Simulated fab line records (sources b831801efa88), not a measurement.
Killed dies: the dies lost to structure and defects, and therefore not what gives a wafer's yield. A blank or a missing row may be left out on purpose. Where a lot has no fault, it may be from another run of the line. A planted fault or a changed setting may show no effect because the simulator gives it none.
Comparing a struck lot with a sound one + flow sky130 + 18 out of 708 route steps
Sound: these wafers, L682.2, L682.3, L682.6. Wafers struck: L689.2, L689.5, L689.6. At the end, the cause is stated.
Per side, at each step with rows, come the tool, then ch with its chambers, and then its first start. Under that, the readings that differ: sound wafers + struck wafers + difference of the means + sigmas: that difference in standard deviations of wafers without a fault.
alike: readings whose means differ by less than 2 such deviations, and words and numbers that are the same on both sides. not compared: withheld readings, readings that some wafer has no value for, bounds like >300 that may hide the same value, and numbers for which the record gives no deviation and whose values overlap.
Wherever a step has rows on one side only, a row that says differs or no value, or a row with sigmas, the two part there. Numbers that don't overlap but have no deviation are shown without sigmas and don't part them. A reading that every wafer of one side lacks parts them only if that side has two wafers or more.

first, 3 steps without rows for these wafers: SKY_SONOS_ONO_WET_ETCH_18 (etches Si3N4 in H3PO4, target depth 15 nm, time 172 s); SKY_GATE_OXIDE_CLEAN_00 (cleans in SC1/SC2, time 150 s); SKY_GATE_OXIDE_OXIDATION_01 (stabilise 600 s, purge 300 s, target thk 10.268 nm).
SKY_GATE_OXIDE_THK_MEAS_02:
  sound on film_metro-03 at day 13 18:35; struck on film_metro-02 at day 16 09:35
  alike: GATE_OXIDE_OXIDATION_00_THK
then, 7 steps without rows for these wafers: SKY_GATE_OXIDE_DEHYDRATE_03 (time 60 s); SKY_GATE_OXIDE_HMDS_04 (prime time 60 s); SKY_GATE_OXIDE_COAT_05 (resist thk 1140 nm); SKY_GATE_OXIDE_SOFTBAKE_06 (time 60 s); SKY_GATE_OXIDE_EXPOSE_07 (exposes mask LVOM, target cd 600 nm); SKY_GATE_OXIDE_PEB_08; SKY_GATE_OXIDE_DEVELOP_09 (develop time 60 s).
SKY_GATE_OXIDE_OVL_MEAS_10:
  sound on overlay-01 at day 14 21:20; struck on overlay-02 at day 17 14:49
  alike: GATE_OXIDE_OVL
SKY_GATE_OXIDE_IMPLANT_11:
  sound on implanter-03 ch 0, day 14 21:23; struck on implanter-03 ch 0, day 17 14:52
| reading            | sound                         | struck                        | difference | sigmas      |
|--------------------|-------------------------------|-------------------------------|------------|-------------|
| dose_ions_cm2      | 2.601e+12 2.596e+12 2.599e+12 | 4.264e+12 4.267e+12 4.268e+12 | +1.668e+12 | +99 or more |
| faraday_current_uA | 14.2 14.7 14.4                | 23.7 23.5 23.6                | +9.2       | +30         |
then, 1 step without rows for these wafers: SKY_GATE_OXIDE_WET_ETCH_12 (etches SiO2 in dHF, target depth 16.8 nm, time 336 s).
SKY_GATE_OXIDE_STRIP_13: strips in O2/N2.
  sound on plasma_asher-01 ch 0,1, day 14 21:37; struck on plasma_asher-02 ch 0,1, day 17 15:07
  alike: drypump_motor_current_A, n2_flow_sccm, oes_product_au, strip_time_to_endpoint_s
  not compared: rf_hours_counter_h
SKY_GATE_OXIDE_TW_MEAS_14:
  sound on film_metro-02 at day 14 21:44; struck on film_metro-02 at day 17 15:14
| reading       | sound             | struck            | difference | sigmas |
|---------------|-------------------|-------------------|------------|--------|
| GATE_OXIDE_TW | 223.9 223.0 222.5 | 257.4 259.3 257.7 | +35.0      | +23    |
then, 1 step without rows for these wafers: SKY_GATE_OXIDE_CLEAN_15 (cleans in SC1/SC2, time 150 s).
-- a jump in the record: the struck wafers' starts before and after are 31 days apart (it breaks off in module GATE_OXIDE and resumes in module PAD_OPEN, where the first step shown is number 708 of the route) --
SKY_PAD_OPEN_PROBE_99:
  sound on prober-02 at day 46 20:15; struck on prober-01 at day 48 21:23
| reading      | sound    | struck   | difference | sigmas |
|--------------|----------|----------|------------|--------|
| killed_short | 27 36 37 | 52 45 42 | +13        | +2     |
  alike: killed_at_M0_to_M3, killed_at_M4_up, killed_at_contacts, killed_at_front_end, killed_at_other, killed_dies, killed_open

== WHERE THEY PART ==
Earliest at SKY_GATE_OXIDE_IMPLANT_11; latest, in this record, at SKY_PAD_OPEN_PROBE_99.

WHY: the cause the simulator had injected
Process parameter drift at SKY_GATE_OXIDE_IMPLANT_11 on implanter-03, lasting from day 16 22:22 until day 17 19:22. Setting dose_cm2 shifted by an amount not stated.
